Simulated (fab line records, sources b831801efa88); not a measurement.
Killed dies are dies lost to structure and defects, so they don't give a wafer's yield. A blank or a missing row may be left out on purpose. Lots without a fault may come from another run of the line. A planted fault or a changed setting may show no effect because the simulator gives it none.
fab line records | flow sky130
record lots=14 wafers=42 last_day=50
route steps=708 shown NWELL@81 VT_ADJUST_HVTR@139 SONOS_TUNNEL@160 VIA1@461
lots that met no fault: from a run of the same line without faults
start_h: hours from the record's first day to the start of the lot's first wafer shown | wait_h: hours since the lot's step before | " the same as in the row above | L1.1+2: a row that stands for several wafers | - no value, or no start given | * or withheld: withheld | < > ~ a bound
route shown NAME@n: a module of which the file shows steps, and the number in the route of the first | usual: mean/standard deviation of fault-free wafers | same: alike in all rows | chamber/n: place in a boat | sites: the reading at each site | _std_site: their standard deviation | _edge_site: outer sites' mean less inner sites' | radius_mm: how far each site lies from the wafer's centre | mask NAME#n: copy n | behind: the tool/chamber that last shaped the wafer | hold: why the lot was held/for how many hours/how that ended | device: the transistor (n, p or np) that didn't switch | end of line: the same wafers' tests at the end of the route | a step without rows: its recipe alone | killed: dies lost to structure and defects at the first sort, not the wafer's yield | map: a wafer's dies, x killed, . not, _ none there
set.NAME: the setting as run; set.NAME@STEP: as run at that earlier step | model.NAME: the simulator's own value behind a step, which no gauge read
steps of the route over a sample of lots; a table a step, a row a wafer
services: from which hour (start_h, from the record's first day; less than 0 if before it) a tool's chamber was out of use, for how many hours, and why
## steps
# step SKY_NWELL_RTA_28
# recipe temp_c=1050 time_s=30 idle_temp_c=650 ramp_up_c_per_s=150 ramp_down_c_per_s=90 ambient=N2
# usual lamp_power_pct=25.31/0.053 wafer_temp_C_max=1054.9/0.99
# columns lot.wafer tool chamber start_h wait_h lamp_power_pct wafer_temp_C_max
L687.1 rtp_anneal-02 0 116.39 0.0 25.26 1055.6
L687.2 " 0 " " 25.26 1054.3
L687.3 " 0 " " 25.22 1054.8
L688.1 rtp_anneal-02 0 122.28 0.0 25.25 1054.1
L688.3 " 0 " " 25.34 1053.1
L688.4 " 0 " " 25.31 1054.6
L689.2 rtp_anneal-02 0 134.59 0.0 25.40 1054.7
L689.3 " 0 " " 25.29 1054.5
L689.5 " 0 " " 25.32 1054.1
L690.2 rtp_anneal-01 0 135.84 0.0 25.33 1055.6
L690.3 " 0 " " 25.38 1054.1
L690.6 " 0 " " 25.33 1055.7
L691.1 rtp_anneal-01 0 140.40 0.0 25.28 1054.5
L691.2 " 0 " " 25.34 1055.2
L691.4 " 0 " " 25.34 1055.8
L699.2 rtp_anneal-02 0 189.79 0.0 25.32 1054.7
L699.5 " 0 " " 25.38 1055.5
L699.6 " 0 " " 25.30 1057.4
L700.1 rtp_anneal-01 0 196.63 0.0 25.21 1057.0
L700.4 " 0 " " 25.20 1054.3
L700.6 " 0 " " 25.21 1055.2
L701.1 rtp_anneal-02 0 200.29 0.0 25.34 1054.2
L701.2 " 0 " " 25.33 1054.9
L701.6 " 0 " " 25.31 1053.1
L702.1 rtp_anneal-01 0 209.52 0.0 25.28 1053.9
L702.3 " 0 " " 25.35 1054.8
L702.6 " 0 " " 25.29 1056.7
L704.1 rtp_anneal-01 0 217.22 0.0 25.31 1055.0
L704.3 " 0 " " 25.32 1055.0
L704.6 " 0 " " 25.31 1054.5
L705.4 rtp_anneal-02 0 224.52 0.1 25.24 1055.0
L705.5 " 0 " " 25.29 1055.7
L705.6 " 0 " " 25.35 1053.9
L706.1 rtp_anneal-02 0 231.99 0.0 25.35 1055.9
L706.3 " 0 " " 25.27 1055.2
L706.4 " 0 " " 25.37 1053.0
L707.4 rtp_anneal-01 0 251.58 0.1 25.30 1055.9
L707.5 " 0 " " 25.36 1053.7
L707.6 " 0 " " 25.37 1053.7
L708.1 rtp_anneal-02 0 252.92 0.0 25.28 1055.0
L708.3 " 0 " " 25.26 1055.3
L708.6 " 0 " " 25.30 1055.6
# step SKY_VT_ADJUST_HVTR_OVL_MEAS_08
# usual VT_ADJUST_HVTR_OVL=1.2/1.4
# columns lot.wafer tool chamber start_h wait_h VT_ADJUST_HVTR_OVL[nm]
L687.1 overlay-02 - 217.60 0.1 0.5
L687.2 " - " " -0.1
L687.3 " - " " 2.3
L688.1 overlay-02 - 225.84 0.1 3.4
L688.3 " - " " 5.2
L688.4 " - " " 2.6
L689.2 overlay-02 - 239.90 0.1 4.5
L689.3 " - " " 3.9
L689.5 " - " " 3.7
L690.2 overlay-01 - 242.97 0.1 2.1
L690.3 " - " " 3.7
L690.6 " - " " 2.7
L691.1 overlay-02 - 249.40 0.1 2.5
L691.2 " - " " 2.5
L691.4 " - " " 0.0
L699.2 overlay-01 - 308.60 0.1 0.1
L699.5 " - " " -0.3
L699.6 " - " " 1.0
L700.1 overlay-01 - 316.86 0.1 0.9
L700.4 " - " " 1.1
L700.6 " - " " 1.4
L701.1 overlay-02 - 320.61 0.1 2.5
L701.2 " - " " 2.8
L701.6 " - " " 2.3
L702.1 overlay-02 - 331.26 0.1 -1.0
L702.3 " - " " 0.5
L702.6 " - " " -0.2
L704.1 overlay-01 - 341.71 0.1 2.0
L704.3 " - " " 1.6
L704.6 " - " " 1.7
L705.4 overlay-02 - 349.38 0.1 2.5
L705.5 " - " " 2.0
L705.6 " - " " 3.0
L706.1 overlay-01 - 358.99 0.1 2.0
L706.3 " - " " 0.4
L706.4 " - " " 0.0
L707.4 overlay-02 - 382.01 0.1 2.2
L707.5 " - " " 1.7
L707.6 " - " " 2.0
L708.1 overlay-02 - 383.31 0.1 0.0
L708.3 " - " " 0.9
L708.6 " - " " -0.2
# step SKY_SONOS_TUNNEL_DEVELOP_06
# recipe resist=NOVOLAK developer=TMAH develop_time_s=60 dev_temp_c=23
# usual chill_plate_temp_C=22.98/0.11 develop_time_s=60/0
# columns lot.wafer tool chamber start_h wait_h chill_plate_temp_C develop_time_s
L687.1 litho_track-02 0 264.95 0.1 23.03 60
L687.2 " 0 " " 23.24 60
L687.3 " 0 " " 23.15 60
L688.1 litho_track-02 0 273.00 0.1 23.01 60
L688.3 " 0 " " 22.96 60
L688.4 " 0 " " 23.16 60
L689.2 litho_track-02 0 288.73 0.1 23.08 60
L689.3 " 0 " " 22.94 60
L689.5 " 0 " " 23.09 60
L690.2 litho_track-04 - 291.60 0.1 - -
L690.3 " - " " - -
L690.6 " - " " - -
L691.1 litho_track-02 - 299.15 0.1 - -
L691.2 " - " " - -
L691.4 " - " " - -
L699.2 litho_track-02 0 361.88 0.1 22.92 60
L699.5 " 0 " " 22.88 60
L699.6 " 0 " " 22.97 60
L700.1 litho_track-01 0 371.34 0.1 22.93 60
L700.4 " 0 " " 23.07 60
L700.6 " 0 " " 22.93 60
L701.1 litho_track-02 0 374.85 0.1 23.06 60
L701.2 " 0 " " 23.04 60
L701.6 " 0 " " 22.95 60
L702.1 litho_track-02 0 386.90 0.1 22.87 60
L702.3 " 0 " " 22.72 60
L702.6 " 0 " " 22.89 60
L704.1 litho_track-02 0 397.45 0.1 22.80 60
L704.3 " 0 " " 22.97 60
L704.6 " 0 " " 22.94 60
L705.4 litho_track-01 0 407.11 0.1 23.14 60
L705.5 " 0 " " 23.19 60
L705.6 " 0 " " 23.05 60
L706.1 litho_track-02 0 417.20 0.1 22.97 60
L706.3 " 0 " " 22.99 60
L706.4 " 0 " " 22.93 60
L707.4 litho_track-02 0 442.48 0.1 22.95 60
L707.5 " 0 " " 23.02 60
L707.6 " 0 " " 22.89 60
L708.1 litho_track-02 0 443.90 0.1 22.95 60
L708.3 " 0 " " 23.02 60
L708.6 " 0 " " 22.95 60
# step SKY_VIA1_BOW_MEAS_03
# recipe mode=bow
# usual VIA1_BOW=80/7.5
# columns lot.wafer tool chamber start_h wait_h VIA1_BOW[um]
L687.1 film_metro-03 - 789.59 0.2 73
L687.2 " - " " 70
L687.3 " - " " 69
L688.1 film_metro-04 - 793.66 0.2 77
L688.3 " - " " 76
L688.4 " - " " 74
L689.2 film_metro-03 - 806.43 0.2 83
L689.3 " - " " 66
L689.5 " - " " 83
L699.2 film_metro-01 - 879.93 0.3 83
L699.5 " - " " 78
L699.6 " - " " 82
L700.1 film_metro-01 - 885.71 0.2 77
L700.4 " - " " 89
L700.6 " - " " 85
L701.1 film_metro-04 - 892.56 0.2 86
L701.2 " - " " 103
L701.6 " - " " 80
L702.1 film_metro-04 - 903.03 0.2 71
L702.3 " - " " 80
L702.6 " - " " 73
L704.1 film_metro-03 - 918.11 0.1 66
L704.3 " - " " 60
L704.6 " - " " 69
L705.4 film_metro-04 - 918.52 0.2 89
L705.5 " - " " 82
L705.6 " - " " 80
L706.1 film_metro-03 - 922.89 0.2 84
L706.3 " - " " 73
L706.4 " - " " 74
L708.1 film_metro-04 - 946.03 0.2 66
L708.3 " - " " 72
L708.6 " - " " 74
L707.4 film_metro-04 - 948.93 0.3 80
L707.5 " - " " 75
L707.6 " - " " 77
## services
# columns tool chamber start_h hours kind
rtp_anneal-01 - 117.35 0.9 pm
rtp_anneal-01 - 118.27 2.6 pm
rtp_anneal-02 - 179.66 4.0 pm
## key
first_sign step=SKY_SONOS_TUNNEL_DEVELOP_06 reading=tool_record direction=missing
effect none on later readings
met_at SKY_SONOS_TUNNEL_DEVELOP_06
struck_lots L690,L691
later_rows_left_out L690.2,L690.3,L690.6,L691.1,L691.2,L691.4
sort_left_out L690.2,L690.3,L690.6,L691.1,L691.2,L691.4
tester_left_out L690,L691
not_acting_at SKY_NWELL_RTA_28,SKY_VT_ADJUST_HVTR_OVL_MEAS_08,SKY_VIA1_BOW_MEAS_03
onset_between 288.73 291.60
fault kind=skipped_step_whole tool=litho_track-02,litho_track-04 chamber=- onset_h=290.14 steps=SKY_SONOS_TUNNEL_DEVELOP_06 scope=struck_lots_only
# tester_left_out: of these lots the tester's yield and bins aren't shown, on N5 and GAA mostly nor the transistor test; their killed dies are dies lost to structure and defects alone, not to doping, threshold or leakage, so they don't give the yield
# sort_left_out: the simulated sort isn't trusted on such a fault, so these wafers' sort isn't shown, and their yield isn't known
# later_rows_left_out: the simulator's readings of these wafers behind a module that went badly wrong aren't trusted and aren't shown, but for the sort
